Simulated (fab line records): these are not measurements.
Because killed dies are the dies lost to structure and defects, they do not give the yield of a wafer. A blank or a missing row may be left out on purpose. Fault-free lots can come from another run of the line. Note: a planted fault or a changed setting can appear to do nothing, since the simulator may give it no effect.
Comparing a struck lot with a sound one || flow sky130 || 16 out of 708 route steps
Sound: these wafers, L650.2, L650.3, L650.5. Struck: wafers L644.3, L644.6. The cause comes at the end.
Per side, at each step with rows, come the tool, then ch with its chambers, and then its first start. Under that, the readings that differ: sound wafers || struck wafers || difference of the means || sigmas: that difference in standard deviations of wafers without a fault.
alike: words and numbers the same on both sides, and readings whose means are apart by under 2 such deviations; not compared: readings that were withheld, readings missing a value for some wafer, numbers with overlapping values and no deviation given by the record, and bounds like >300 which may hide the same value.
The two part at a step that has a row with sigmas, a row that says differs or no value, or rows on one side only. Numbers that don't overlap but have no deviation are shown without sigmas and don't part them. A reading that every wafer of one side lacks parts them only if that side has two wafers or more.

first, 2 steps without rows for these wafers: SKY_VT_ADJUST_PCH_PEB_05; SKY_VT_ADJUST_PCH_DEVELOP_06 (develop time 60 s).
SKY_VT_ADJUST_PCH_OVL_MEAS_07:
  sound on overlay-01 at day 15 20:03; struck on overlay-02 at day 14 09:19
  alike: VT_ADJUST_PCH_OVL
following that, these wafers have no rows for 1 step: SKY_VT_ADJUST_PCH_IMPLANT_08.
SKY_VT_ADJUST_PCH_STRIP_09: strips in O2/N2.
  sound on plasmaAsher-04 ch 1, day 15 20:14; struck on plasmaAsher-01 ch 0,1, day 14 09:32
  alike: drypumpMotorCurrentA, oesProductAu, stripTimeToEndpointS
  not compared: rfHoursCounterH
SKY_VT_ADJUST_PCH_TW_MEAS_10:
  sound on filmMetro-01 at day 15 20:20; struck on filmMetro-02 at day 14 09:37
  alike: VT_ADJUST_PCH_TW
then, 6 steps without rows for these wafers: SKY_SONOS_TUNNEL_DEHYDRATE_00 (time 60 s); SKY_SONOS_TUNNEL_HMDS_01 (prime time 60 s); SKY_SONOS_TUNNEL_COAT_02 (resist thk 1140 nm); SKY_SONOS_TUNNEL_SOFTBAKE_03 (time 60 s); SKY_SONOS_TUNNEL_EXPOSE_04 (exposes mask TUNM, target cd 410 nm); SKY_SONOS_TUNNEL_PEB_05.
SKY_SONOS_TUNNEL_DEVELOP_06: develop time 60 s.
  sound on lithoTrack-02 ch 0, day 16 23:26; struck on lithoTrack-01 ch 0, day 15 10:54
  alike: exhaustPa
SKY_SONOS_TUNNEL_CD_MEAS_07 targets a cd of 410 nm.
  sound on cdSem-01 at day 16 23:35; struck on cdSem-02 at day 15 11:02
{"reading": "cdNm (nm)", "sound": "411.4 410.7 412.1", "struck": "421.5 419.4", "difference": "+9.1", "sigmas": "+4"}
SKY_SONOS_TUNNEL_OVL_MEAS_08:
  sound on overlay-01 at day 16 23:41; struck on overlay-02 at day 15 11:08
  alike: SONOS_TUNNEL_OVL
following that, these wafers have no rows for 1 step: SKY_PAD_OPEN_PROBE_99.

WHERE THEY PART
Only at SKY_SONOS_TUNNEL_CD_MEAS_07, as far as this record shows. Later steps at which nothing parts them and some readings are alike: SKY_SONOS_TUNNEL_OVL_MEAS_08.

WHY: whatever the simulator had introduced
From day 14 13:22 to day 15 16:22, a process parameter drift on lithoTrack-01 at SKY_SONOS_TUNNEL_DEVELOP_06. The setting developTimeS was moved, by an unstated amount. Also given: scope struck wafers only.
